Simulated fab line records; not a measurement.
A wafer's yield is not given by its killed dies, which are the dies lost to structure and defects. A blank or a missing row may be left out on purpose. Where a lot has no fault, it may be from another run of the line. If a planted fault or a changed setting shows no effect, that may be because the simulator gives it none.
fab line records | flow gf180mcu
[record] lots = 12 wafers = 36 last_day = 34
route steps=602 shown HV_LDD@204 M4@473 M5@536 PASSIVATION@601
lots that met no fault: from a run of the same line without faults
start_h: the number of hours between the record's first day and the start of the first shown wafer of the lot | wait_h: hours from the lot's prior step to this one | " unchanged from the row above | L1.1+2: a single row standing in for several wafers | - no value, or no start given | * or withheld: withheld | < > ~ a bound
route shown NAME@n: names a module that has steps shown in the file, with the first one's number in the route | usual: mean/standard deviation taken from wafers without a fault | same: alike in all rows | chamber/n: place in a boat | sites: each site's reading | _std_site: the values' standard deviation | _edge_site: the outer-site mean with the inner-site mean subtracted | radius_mm: how far each site lies from the wafer's centre | mask NAME#n: copy n | behind: the last tool/chamber to shape the wafer | hold: reason for holding the lot/hours on hold/outcome of the hold | device: which transistor (n, p or np) failed to switch | end of line: the same wafers' tests at the end of the route | where a step has no rows: the recipe by itself | killed: dies lost to structure and defects at the first sort, not the wafer's yield | map: dies across one wafer; x = killed, . = not, _ = none there
set.NAME: the setting as run; set.NAME@STEP: as run at that earlier step | model.NAME: the simulator's own value behind a step, which no gauge read
one table for each step of the route and one row for each wafer, over a sample of lots
services: a tool's chamber out of use, with start hour (start_h, from the record's first day; less than 0 if before it), hours out, and reason
[[steps]]
[step GF_HV_LDD_EXPOSE_28]
[recipe] mask_id = Nplus_HV_AREA target_cd_nm = 400 na = 0.6 source_shape = conventional sigma_outer = 0.6 dose_mj = 140
[usual] stage_vel_mm_s = 499.96/0.22
[same] sigma_outer = 0.6
// columns lot.wafer tool chamber start_h wait_h mask stage_vel_mm_s
L543.2 iline_stepper-02 0 243.47 - Nplus_HV_AREA#0 500.02
L543.4 " 0 " " Nplus_HV_AREA#0 499.92
L543.6 " 0 " " Nplus_HV_AREA#0 499.76
L544.2 iline_stepper-02 0 252.12 - Nplus_HV_AREA#0 500.08
L544.4 " 0 " " Nplus_HV_AREA#0 499.60
L544.6 " 0 " " Nplus_HV_AREA#0 500.12
L545.3 iline_stepper-01 0 259.67 - Nplus_HV_AREA#0 500.02
L545.4 " 0 " " Nplus_HV_AREA#0 499.81
L545.6 " 0 " " Nplus_HV_AREA#0 499.77
L549.3 iline_stepper-01 0 295.49 - Nplus_HV_AREA#0 499.75
L549.4 " 0 " " Nplus_HV_AREA#0 500.13
L549.6 " 0 " " Nplus_HV_AREA#0 500.49
L552.2 iline_stepper-01 0 334.82 - Nplus_HV_AREA#0 499.90
L552.3 " 0 " " Nplus_HV_AREA#0 500.32
L552.4 " 0 " " Nplus_HV_AREA#0 499.85
L555.1 iline_stepper-01 0 356.26 - Nplus_HV_AREA#0 499.98
L555.2 " 0 " " Nplus_HV_AREA#0 499.95
L555.4 " 0 " " Nplus_HV_AREA#0 500.03
L559.2 iline_stepper-01 0 378.37 - Nplus_HV_AREA#0 500.16
L559.5 " 0 " " Nplus_HV_AREA#0 500.41
L559.6 " 0 " " Nplus_HV_AREA#0 500.08
L560.2 iline_stepper-02 0 380.90 - Nplus_HV_AREA#0 500.08
L560.4 " 0 " " Nplus_HV_AREA#0 499.86
L560.6 " 0 " " Nplus_HV_AREA#0 499.74
L562.2 iline_stepper-02 0 393.55 - Nplus_HV_AREA#0 499.80
L562.3 " 0 " " Nplus_HV_AREA#0 500.01
L562.6 " 0 " " Nplus_HV_AREA#0 499.88
L563.1 iline_stepper-02 0 401.56 - Nplus_HV_AREA#0 500.16
L563.3 " 0 " " Nplus_HV_AREA#0 499.72
L563.5 " 0 " " Nplus_HV_AREA#0 500.11
L565.3 iline_stepper-01 0 422.07 - Nplus_HV_AREA#0 500.16
L565.5 " 0 " " Nplus_HV_AREA#0 499.86
L565.6 " 0 " " Nplus_HV_AREA#0 500.24
L566.3 iline_stepper-01 0 424.03 - Nplus_HV_AREA#0 499.61
L566.5 " 0 " " Nplus_HV_AREA#0 499.95
L566.6 " 0 " " Nplus_HV_AREA#0 500.11
[step GF_HV_LDD_OVL_MEAS_32]
[usual] HV_LDD_02_OVL = -0.8/1.5
// columns lot.wafer tool chamber start_h wait_h HV_LDD_02_OVL[nm]
L543.2 overlay-02 - 252.01 0.1 -2.4
L543.4 " - " " -1.0
L543.6 " - " " -1.8
L544.2 overlay-02 - 261.07 0.1 -1.7
L544.4 " - " " -4.2
L544.6 " - " " -2.8
L545.3 overlay-02 - 268.26 0.1 -1.2
L545.4 " - " " 0.7
L545.6 " - " " -0.3
L549.3 overlay-02 - 306.21 0.1 0.9
L549.4 " - " " -0.5
L549.6 " - " " -0.5
L552.2 overlay-02 - 345.80 0.1 -1.0
L552.3 " - " " -0.9
L552.4 " - " " -1.2
L555.1 overlay-01 - 367.78 0.1 -0.4
L555.2 " - " " -1.5
L555.4 " - " " -0.4
L559.2 overlay-02 - 390.08 0.1 0.9
L559.5 " - " " 2.5
L559.6 " - " " 0.7
L560.2 overlay-01 - 393.92 1.5 -2.5
L560.4 " - " " -1.2
L560.6 " - " " -2.3
L562.2 overlay-01 - 404.88 0.1 -93.6
L562.3 " - " " -93.6
L562.6 " - " " -94.1
L563.1 overlay-01 - 413.67 0.1 -95.5
L563.3 " - " " -93.7
L563.5 " - " " -94.4
L565.3 overlay-02 - 433.59 0.1 0.5
L565.5 " - " " 0.6
L565.6 " - " " 0.6
L566.3 overlay-01 - 436.29 0.1 0.5
L566.5 " - " " -1.8
L566.6 " - " " -0.6
[step GF_M4_STRIP_17]
[recipe] chemistry = O2/N2 power_w = 1400 pressure_mtorr = 1500 platen_temp_c = 250 o2_flow_sccm = 3000 n2_flow_sccm = 300 overash_fraction = 0.5
[usual] drypump_motor_current_A = 5.8/0.35 heater_power_w = 321/42 n2_flow_sccm = 300.3/1 oes_product_au = 0.539/0.0052 strip_time_to_endpoint_s = 7.41/0.059
[same] overash_fraction = 0.5
// columns lot.wafer tool chamber start_h wait_h drypump_motor_current_A heater_power_w n2_flow_sccm oes_product_au rf_hours_counter_h strip_time_to_endpoint_s
L543.2 plasma_asher-02 1 538.69 0.1 6.2 389 302.2 0.534 41 7.31
L543.4 " 0 " " 6.1 329 300.0 0.541 - 7.35
L543.6 " 0 " " 6.1 327 301.4 0.538 - 7.33
L544.2 plasma_asher-02 0 547.47 0.1 6.1 340 302.6 0.538 42 7.39
L544.4 " 1 " " 6.2 383 298.6 0.532 - 7.39
L544.6 " 1 " " 6.2 385 299.5 0.542 - 7.44
L545.3 plasma_asher-04 0 556.92 0.2 5.3 306 301.2 0.536 - 7.30
L545.4 " 1 " " 5.8 273 300.1 0.542 - 7.31
L545.6 " 0 " " 5.3 313 300.8 0.538 - 7.35
L549.3 plasma_asher-01 1 595.92 0.1 5.3 321 300.3 0.548 - 7.45
L549.4 " 0 " " 5.5 275 301.1 0.542 - 7.43
L549.6 " 0 " " 5.5 279 301.5 0.539 - 7.42
L552.2 plasma_asher-02 0 634.94 0.2 6.1 338 301.3 0.540 52 7.41
L552.3 " 1 " " 6.2 379 301.0 0.541 - 7.43
L552.4 " 0 " " 6.1 333 299.9 0.544 - 7.43
L555.1 plasma_asher-02 1 655.63 0.1 6.1 391 300.3 0.532 54 7.45
L555.2 " 0 " " 6.1 330 300.5 0.542 54 7.45
L555.4 " 1 " " 6.2 395 301.7 0.543 - 7.46
L559.2 plasma_asher-02 0 674.32 0.1 6.1 328 299.4 0.534 55 7.45
L559.5 " 1 " " 6.2 389 302.1 0.538 - 7.47
L559.6 " 0 " " 6.1 331 298.5 0.534 - 7.27
L560.2 plasma_asher-01 0 677.32 0.1 5.5 272 300.6 0.545 110 7.43
L560.4 " 0 " " 5.5 271 299.7 0.542 - 7.44
L560.6 " 1 " " 5.3 314 300.2 0.544 - 7.46
L562.2 plasma_asher-04 1 688.17 0.1 5.8 263 301.4 0.531 26 7.36
L562.3 " 1 " " 5.8 269 301.0 0.536 - 7.40
L562.6 " 1 " " 5.8 267 301.0 0.537 - 7.35
L563.1 plasma_asher-01 1 693.17 0.1 5.3 317 299.0 0.533 112 7.48
L563.3 " 1 " " 5.3 308 299.3 0.541 - 7.46
L563.5 " 0 " " 5.5 272 299.1 0.535 - 7.46
L565.3 plasma_asher-04 0 709.10 0.1 5.3 316 299.9 0.531 - 7.28
L565.5 " 1 " " 5.8 267 300.1 0.535 - 7.33
L565.6 " 0 " " 5.3 311 299.2 0.535 - 7.34
L566.3 plasma_asher-04 1 710.32 0.1 5.8 266 300.5 0.541 - 7.42
L566.5 " 0 " " 5.3 318 300.4 0.546 - 7.48
L566.6 " 1 " " 5.8 268 300.9 0.536 - 7.43
[step GF_M5_METAL_ETCH_10]
[recipe] chemistry = Cl2/BCl3 mask_material = KrF target_depth_nm = 750.8 stop_on = SiO2 pressure_mtorr = 8 icp_w = 800 bias_w = 140 Cl2_flow_sccm = 80 bcl3_flow_sccm = 40 time_s = 125.1
[usual] drypump_motor_current_A = 5.87/0.18 oes_product_au = 0.988/0.0064 throttle_valve_pct = 28.231/0.01
// columns lot.wafer tool chamber start_h wait_h drypump_motor_current_A oes_product_au rf_hours_counter_h throttle_valve_pct
L543.2 rie_metal-03 0 606.32 0.0 5.90 0.983 13 28.236
L543.4 " 0 " " 5.89 0.990 - 28.234
L543.6 " 0 " " 5.96 0.985 - 28.229
L544.2 rie_metal-02 1 615.82 0.0 5.94 0.994 1 28.242
L544.4 " 0 " " 5.86 0.990 - 28.236
L544.6 " 0 " " 5.86 0.981 - 28.240
L545.3 rie_metal-02 0 624.15 0.1 5.91 0.985 - 28.231
L545.4 " 1 " " 5.95 0.988 - 28.248
L545.6 " 0 " " 5.89 0.991 - 28.226
L549.3 rie_metal-01 1 659.55 0.1 5.72 0.982 - 28.225
L549.4 " 0 " " 6.20 0.988 - 28.226
L549.6 " 1 " " 5.68 0.990 - 28.228
L552.2 rie_metal-03 1 696.96 0.1 5.61 0.997 - 28.218
L552.3 " 1 " " 5.62 1.001 - 28.223
L552.4 " 1 " " 5.62 0.998 - 28.209
L555.1 rie_metal-02 0 715.35 0.0 5.92 0.977 9 28.241
L555.2 " 1 " " 5.94 0.994 4 28.230
L555.4 " 1 " " 5.90 0.988 - 28.227
L559.2 rie_metal-01 0 730.77 0.0 6.19 0.980 13 28.228
L559.5 " 0 " " 6.17 0.988 - 28.236
L559.6 " 1 " " 5.71 0.983 - 28.249
L560.2 rie_metal-02 0 737.00 0.0 5.89 0.981 10 28.239
L560.4 " 0 " " 5.89 0.993 - 28.233
L560.6 " 1 " " 5.95 0.990 - 28.225
L562.2 rie_metal-01 0 744.87 0.0 6.17 0.990 14 28.227
L562.3 " 1 " " 5.69 0.984 - 28.230
L562.6 " 0 " " 6.19 0.991 - 28.232
L563.1 rie_metal-03 0 750.66 0.0 5.89 0.994 3 28.240
L563.3 " 0 " " 5.89 0.993 - 28.240
L563.5 " 0 " " 5.88 0.986 - 28.227
L565.3 rie_metal-03 0 765.46 0.1 5.91 0.999 - 28.228
L565.5 " 1 " " 5.62 0.995 - 28.219
L565.6 " 0 " " 5.91 0.997 - 28.222
L566.3 rie_metal-03 0 766.30 0.1 5.94 0.999 - 28.222
L566.5 " 0 " " 5.94 0.995 - 28.227
L566.6 " 1 " " 5.63 0.999 - 28.202
[step GF_PASSIVATION_BOW_MEAS_14]
[recipe] mode = bow
[usual] PASSIVATION_BOW = 139/9.8
// columns lot.wafer tool chamber start_h wait_h PASSIVATION_BOW[um]
L543.2 film_metro-02 - 672.39 0.0 126
L543.4 " - " " 124
L543.6 " - " " 132
L544.2 film_metro-03 - 680.55 0.0 156
L544.4 " - " " 140
L544.6 " - " " 141
L545.3 film_metro-04 - 686.96 0.0 138
L545.4 " - " " 147
L545.6 " - " " 136
L549.3 film_metro-02 - 721.19 0.0 131
L549.4 " - " " 134
L549.6 " - " " 126
L552.2 film_metro-03 - 755.97 0.0 112
L552.3 " - " " 111
L552.4 " - " " 129
L555.1 film_metro-03 - 772.57 0.0 127
L555.2 " - " " 136
L555.4 " - " " 149
L559.2 film_metro-04 - 787.44 0.0 131
L559.5 " - " " 144
L559.6 " - " " 143
L560.2 film_metro-03 - 792.52 0.1 139
L560.4 " - " " 140
L560.6 " - " " 146
L562.2 film_metro-03 - 800.02 0.0 141
L562.3 " - " " 138
L562.6 " - " " 139
L563.1 film_metro-04 - 805.62 0.0 128
L563.3 " - " " 127
L563.5 " - " " 139
L565.3 film_metro-03 - 818.11 0.0 144
L565.5 " - " " 139
L565.6 " - " " 143
L566.3 film_metro-02 - 819.63 0.1 136
L566.5 " - " " 142
L566.6 " - " " 145
[[services]]
// columns tool chamber start_h hours kind
iline_stepper-01 - 233.64 1.7 pm
rie_metal-02 - 257.49 14.6 pm
plasma_asher-04 - 257.81 2.4 repair
plasma_asher-04 - 261.69 0.4 repair
iline_stepper-02 - 290.60 1.7 pm
iline_stepper-02 - 301.41 0.7 repair
iline_stepper-02 - 344.11 2.1 pm
iline_stepper-01 - 382.70 8.9 pm
iline_stepper-01 - 398.45 4.0 repair
iline_stepper-01 - 409.50 2.0 repair
plasma_asher-02 - 439.22 10.8 repair
iline_stepper-01 - 451.82 1.7 pm
plasma_asher-02 - 468.10 15.6 pm
iline_stepper-02 - 508.78 1.7 pm
rie_metal-03 - 509.35 1.4 pm
iline_stepper-01 - 535.26 4.4 pm
iline_stepper-02 - 580.80 8.9 pm
rie_metal-03 - 602.03 0.6 repair
rie_metal-03 - 608.03 2.8 pm
iline_stepper-02 - 608.68 8.3 repair
iline_stepper-01 - 613.72 18.2 repair
iline_stepper-02 - 655.79 12.8 repair
iline_stepper-01 - 670.00 1.7 pm
iline_stepper-02 - 727.02 1.7 pm
[[key]]
[first_sign] step = GF_HV_LDD_OVL_MEAS_32 reading = HV_LDD_02_OVL direction = down sigmas = 64 usual = -0.8 struck = -94.2 through = control_loop
effect none on later readings
met_at GF_HV_LDD_EXPOSE_28
struck_lots L562,L563
tester_left_out L562,L563
[loop_trim] step = GF_HV_LDD_EXPOSE_04 setting = dose lots = L563
not_acting_at GF_M4_STRIP_17,GF_M5_METAL_ETCH_10,GF_PASSIVATION_BOW_MEAS_14
onset_between 380.90 393.55
[fault] kind = scanner_matching_overlay tool = iline_stepper-02 chamber = - onset_h = 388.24 steps = GF_HV_LDD_EXPOSE_28 offset = -91.525
// tester_left_out: of these lots the tester's yield and bins aren't shown, on N5 and GAA mostly nor the transistor test; their killed dies are dies lost to structure and defects alone, not to doping, threshold or leakage, so they don't give the yield
// loop_trim: a control loop set the setting to another value than it would have without faults
